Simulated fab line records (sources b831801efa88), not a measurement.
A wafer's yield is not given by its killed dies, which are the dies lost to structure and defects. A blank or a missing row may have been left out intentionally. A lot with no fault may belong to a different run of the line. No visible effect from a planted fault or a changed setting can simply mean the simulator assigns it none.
Which tool is to blame? / flow gf180mcu / 7 lots, 21 wafers sampled, at 2 steps of a route of 602

## WHAT THE GAUGES SHOWED, per wafer
GF_VT_IMPLANT_RS_MEAS_49: measures by four-point-probe.
lot=L996; measured=day 7 21:41; on=film-metro-04; MVPSD_RS (ohm/sq)=1170 1167 1169
lot=L999; measured=day 8 22:36; on=film-metro-03; MVPSD_RS (ohm/sq)=1169 1167 1169
lot=L102; measured=day 9 21:16; on=film-metro-03; MVPSD_RS (ohm/sq)=1171 1168 1167
lot=L105; measured=day 10 12:02; on=film-metro-03; MVPSD_RS (ohm/sq)=1170 1173 1176
lot=L107; measured=day 11 10:05; on=film-metro-03; MVPSD_RS (ohm/sq)=1173 1174 1174
lot=L111; measured=day 12 11:57; on=film-metro-02; MVPSD_RS (ohm/sq)=1188 1185 1188
lot=L113; measured=day 13 00:11; on=film-metro-02; MVPSD_RS (ohm/sq)=1165 1171 1169

## TOOL THAT RAN EACH LOT (tool first, then ch and the chambers of the sampled wafers, then the start)
lot=L996; GF_MVPSD_IMPLANT_09=implanter-03 ch 0, day 5 10:07
lot=L999; GF_MVPSD_IMPLANT_09=implanter-02 ch 0, day 6 06:25
lot=L102; GF_MVPSD_IMPLANT_09=implanter-01 ch 0, day 7 02:34
lot=L105; GF_MVPSD_IMPLANT_09=implanter-03 ch 0, day 7 14:43
lot=L107; GF_MVPSD_IMPLANT_09=implanter-02 ch 0, day 8 10:49
lot=L111; GF_MVPSD_IMPLANT_09=implanter-03 ch 0, day 9 08:35
lot=L113; GF_MVPSD_IMPLANT_09=implanter-02 ch 0, day 9 21:16
- GF_MVPSD_IMPLANT_09

## THE ANSWER, worked out from the rows above alone
Rule: the usual values come from the lots themselves. The widest of any qualifying gaps counts: lots, ordered by their means at a reading, are off when they make up no more than a third of the lots, leave a main group of 4 or more, and stand apart from it by 3 or more times the standard deviation of that group's means. If all means in a main group match to the digits the tables above print for the reading, that group is not used. Also off: a lot with no number at a reading for which 4 or more lots have one. All remaining lots with rows at the step are treated as sound.
Off: at GF_VT_IMPLANT_RS_MEAS_49 (MVPSD_RS), L111. For the main group the mean is 1170 ohm/sq and the standard deviation 2.3.
If a tool, at a process step before that reading, ran all the lots that are off and no sound lot after the first of them, it fits. Those tools and the gauges at GF_VT_IMPLANT_RS_MEAS_49 are tried in the same way. One fits: implanter-03 at GF_MVPSD_IMPLANT_09. A fault onset in the window from L105 (day 7 14:43, its last sound lot) to L111 (day 9 08:35, its first lot off) fits.

## WHAT HAD BEEN PUT IN BY THE SIMULATOR
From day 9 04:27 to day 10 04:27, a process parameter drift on implanter-03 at GF_MVPSD_IMPLANT_09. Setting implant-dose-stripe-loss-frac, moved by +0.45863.
Lots struck among those shown: L111. This agrees with what the rule above found.
